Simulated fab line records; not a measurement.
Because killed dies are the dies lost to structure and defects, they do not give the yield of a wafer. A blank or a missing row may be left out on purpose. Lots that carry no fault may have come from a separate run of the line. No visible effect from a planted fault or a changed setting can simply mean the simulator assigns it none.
A single fault, viewed from 2 desks | flow sfq-line | numbers are kept per desk, each desk with only its own; the story behind them comes last

FROM THE METROLOGY DESK
What the gauges read, lot by lot, whatever tool the lot ran on: means of the sampled wafers that have a number. Marked OUT: a lot whose mean sits more than 4 standard deviations from the usual mean, which makes it out of limits; the brackets give that distance.
Columns: A = L0_MONX_KI_RS at SFQ_L0_RS_MEAS_901, usual 43.4 ohm/sq; B = L0_MONX_KI_THK at SFQ_L0_THK_MEAS_902, usual 40.0 nm; C = I0_BOW at SFQ_I0_BOW_MEAS_907, usual 3 um
lot  | first seen here | A              | B              | C
L624 | day 1 12:34     | 43.4           | 40.0           | 10
L625 | day 1 17:34     | 43.9           | 39.6           | 2
L627 | day 2 03:36     | 42.6           | 40.5           | 9
L630 | day 2 18:36     | 43.7           | 39.7           | 2
L631 | day 2 23:34     | 35.5 (-15) OUT | 49.1 (+18) OUT | -7
L632 | day 3 04:35     | 35.1 (-16) OUT | 49.5 (+19) OUT | 8
L633 | day 3 09:34     | 43.8           | 39.6           | 7
L634 | day 3 14:35     | 43.4           | 39.9           | 2
L639 | day 4 15:34     | 43.1           | 40.2           | 9
L640 | day 4 20:34     | 43.0           | 40.3           | 2
L642 | day 5 06:35     | 43.6           | 40.0           | 0
L644 | day 5 16:34     | 43.9           | 39.3           | 10
L645 | day 5 21:35     | 42.7           | 41.0           | 4
L647 | day 6 07:34     | 43.5           | 39.8           | 0
This desk's result: L631, L632 out of limits, first on L631 (L0_MONX_KI_RS at SFQ_L0_RS_MEAS_901), day 2 23:34. L624, L625, L627, L630, L633, L634, L639, L640, L642, L644, L645, L647 stayed within limits.

DESK OF THE TOOL OWNER: pvd-sputter-06
The tool's own readings at SFQ_TRILAYER_L0_DEP_SPUTTER_003 (material MoNx KI, target thk 40 nm, time 100 s): means of the sampled wafers that have a number, for each lot that ran on this tool. Marked OUT: a lot whose mean sits more than 4 standard deviations from the usual mean, which makes it out of limits; the brackets give that distance.
Columns: A = base-pressure-pa at SFQ_TRILAYER_L0_DEP_SPUTTER_003, usual 1.34e-06 Pa; B = cathode-dc-power-W at SFQ_TRILAYER_L0_DEP_SPUTTER_003, usual 800.02 W; C = throttle-valve-pct at SFQ_TRILAYER_L0_DEP_SPUTTER_003, usual 29.9 %
lot  | first seen here | A        | B                        | C
L624 | day 1 12:29     | 1.31e-06 | 800.00                   | 29.8
L630 | day 2 18:29     | 1.36e-06 | 800.02                   | 28.4
L631 | day 2 23:29     | 1.33e-06 | 988.09 (+99 or more) OUT | 29.2
L632 | day 3 04:29     | 1.36e-06 | 988.02 (+99 or more) OUT | 28.9
L647 | day 6 07:29     | 1.34e-06 | 800.04                   | 29.0
This desk finds L631, L632 out of limits, L631 being first, at day 2 23:29 (cathode-dc-power-W at SFQ_TRILAYER_L0_DEP_SPUTTER_003). L624, L630, L647 stayed within limits.

PUT TOGETHER
The tool owner's desk could have raised an alarm at day 2 23:29, on L631, L632.
At day 2 23:34 the metrology desk could have sounded an alarm, on L631, L632.
On pvd-sputter-06, each named lot ran SFQ_TRILAYER_L0_DEP_SPUTTER_003.

WHAT HAD BEEN PUT IN BY THE SIMULATOR
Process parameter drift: pvd-sputter-06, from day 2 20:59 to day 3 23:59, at SFQ_TRILAYER_L0_DEP_SPUTTER_003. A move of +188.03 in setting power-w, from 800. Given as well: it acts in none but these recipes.
Shown lots that were struck: L631, L632.
Hours from the fault's start to each desk's first reading out of limits: the tool owner's desk, 2; the metrology desk, 3.
